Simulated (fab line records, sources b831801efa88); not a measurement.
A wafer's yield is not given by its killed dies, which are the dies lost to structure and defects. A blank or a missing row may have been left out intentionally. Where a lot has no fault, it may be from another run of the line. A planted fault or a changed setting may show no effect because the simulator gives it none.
Struck lot and sound lot, side by side / flow sky130 / 21 out of 708 route steps
Sound: wafers L528.1, L528.2, L528.6. Struck: wafers L520.3, L520.6. Last of all comes the cause.
At each step with rows: each side's tool, then ch and its chambers, then its first start. Under that, the readings that differ: sound wafers / struck wafers / difference of the means / sigmas: that difference in standard deviations of wafers without a fault.
alike: readings with means less than 2 such deviations apart, plus words and numbers identical on both sides. not compared: withheld readings, readings lacking a value on some wafer, bounds such as >300 that could conceal the same value, and numbers that have no deviation in the record and whose values overlap.
The two part at a step that has a row with sigmas, a row that says differs or no value, or rows on one side only. Numbers that have no deviation but don't overlap get no sigmas and don't part them. Lack of a reading on every wafer of one side parts them only where that side has two or more wafers.

first, 1 step without rows for these wafers: SKY_FIELD_ISO_DEVELOP_12 (develop time 60 s).
SKY_FIELD_ISO_CD_MEAS_13: target cd 150 nm.
  sound: cdSem-02 at day 5 17:08; struck: cdSem-01 at day 3 21:38
  alike: cdNm
SKY_FIELD_ISO_ETCH_14: etches BARC in N2/H2, stops on SiO2, time 45.9 s, target depth 60 nm.
  sound on rieDiel-04 ch 0,1,3, day 5 17:16; struck on rieDiel-04 ch 1,3, day 3 21:43
  alike: chamberPressureMTorr, drypumpMotorCurrentA, oesProductAu, throttleValvePct
  not compared: rfHoursCounterH
SKY_FIELD_ISO_ETCH_15: etches the open film in CHF3/O2, stops on Si, target depth 180 nm, time 72 s.
  sound on rieDiel-04 ch 0,1,3, day 5 17:18; struck on rieDiel-04 ch 1,3, day 3 21:45
  alike: chamberPressureMTorr, drypumpMotorCurrentA, oesProductAu, throttleValvePct
  not compared: rfHoursCounterH
SKY_FIELD_ISO_STRIP_16: strips in O2/N2.
  sound on plasmaAsher-03 ch 0,1, day 5 17:22; struck on plasmaAsher-03 ch 1, day 3 21:50
reading=o2FlowSccm (sccm); sound=2993 2981 3002; struck=3010 3026; difference=+26; sigmas=+3
  alike: chamberPressureMTorr, drypumpMotorCurrentA, oesProductAu, stripTimeToEndpointS
  not compared: rfHoursCounterH
SKY_FIELD_ISO_ETCH_17: etches Si in HBr/Cl2/O2, target depth 342 nm, time 97.7 s.
  sound on rieSi-01 ch 1,2,3, day 5 17:28; struck on rieSi-02 ch 3, day 3 21:55
  alike: chamberPressureMTorr, drypumpMotorCurrentA, oesProductAu, throttleValvePct
  not compared: rfHoursCounterH
then, 5 steps without rows for these wafers: SKY_FIELD_ISO_WET_ETCH_18 (etches Si3N4 in H3PO4, target depth 25 nm, time 286 s); SKY_FIELD_ISO_CLEAN_19 (cleans in SC1/SC2, time 150 s); SKY_FIELD_ISO_CLEAN_20 (cleans in dHF, time 20 s); SKY_FIELD_ISO_WET_ETCH_21 (etches SiO2 in dHF, target depth 20 nm, time 400 s); SKY_FIELD_ISO_OXIDATION_22 (stabilise 600 s, purge 300 s, target thk 10 nm).
SKY_FIELD_ISO_THK_MEAS_23:
  sound: filmMetro-01 at day 5 19:44; struck: filmMetro-03 at day 3 23:52
  alike: FIELD_ISO_OXIDATION_01_THK
SKY_FIELD_ISO_CVD_24: deposits SiO2, target thk 595 nm, time 99.2 s.
  sound on hdpcvd-01 ch 0,1,2, day 5 19:47; struck on hdpcvd-02 ch 1,2, day 3 23:54
reading=model.SiO2_of_FIELD_ISO_CVD_24.thkNm (nm); sound=584.5 599.3 592.7; struck=304.5 316.9; difference=-281.5; sigmas=
SKY_FIELD_ISO_THK_MEAS_25:
  sound: filmMetro-03 at day 5 19:52; struck: filmMetro-02 at day 4 00:00
reading=FIELD_ISO_CVD_24_THK (nm); sound=584 599 593; struck=305 317; difference=-281; sigmas=-47
then, 1 step without rows for these wafers: SKY_FIELD_ISO_ANNEAL_26 (time 1800 s).
SKY_FIELD_ISO_CMP_27: polishes, stops on Si3N4, t overpolish 16 s, target thk 457.8 nm.
  sound on cmp-02 ch 0,2,3, day 5 22:47; struck on cmp-01 ch 0,3, day 4 01:41
reading=timeToEndpointS (s); sound=106 118 117; struck=59 62; difference=-53; sigmas=-13
  alike: motorCurrentA, platenRpm
then, 2 steps without rows for these wafers: SKY_FIELD_ISO_WET_ETCH_28 (etches SiO2 in dHF, target depth 23.7 nm, time 47 s); SKY_FIELD_ISO_WET_ETCH_29 (etches Si3N4 in H3PO4, target depth 160 nm, time 1825 s).
SKY_FIELD_ISO_WET_ETCH_30: etches SiO2 in dHF, target depth 25 nm, time 50 s.
  sound on wetBench-02 ch 3, day 5 23:35; struck on wetBench-02 ch 3, day 4 02:22
reading=model.SiO2_of_FIELD_ISO_CVD_24.thkNm (nm); sound=404.9 406.4 406.4; struck=251.7 263.9; difference=-148.1; sigmas=
then, 1 step without rows for these wafers: SKY_NWELL_CLEAN_00 (cleans in SC1/SC2, time 150 s).
-- the record jumps here: 44 days lie between the struck wafers' starts before and after (it left off in module NWELL and takes up again in module PAD_OPEN, whose first step shown is number 708 of the route) --
SKY_PAD_OPEN_PROBE_99:
  sound: prober-01 at day 49 18:16; struck: prober-01 at day 47 15:20
reading=killedAtFrontEnd; sound=10 23 15; struck=419 431; difference=+409; sigmas=+85
reading=killedDies; sound=86 99 92; struck=492 492; difference=+400; sigmas=+42
reading=killedOnRim; sound=20 15 15; struck=96 96; difference=+79; sigmas=+21
  alike: killed_at_M0_to_M3, killed_at_M4_up, killedAtContacts, killedAtOther, killedOpen, killedShort

WHERE THEY PART
Last at SKY_PAD_OPEN_PROBE_99 as far as this record goes, first at SKY_FIELD_ISO_STRIP_16.

WHY: whatever the simulator had introduced
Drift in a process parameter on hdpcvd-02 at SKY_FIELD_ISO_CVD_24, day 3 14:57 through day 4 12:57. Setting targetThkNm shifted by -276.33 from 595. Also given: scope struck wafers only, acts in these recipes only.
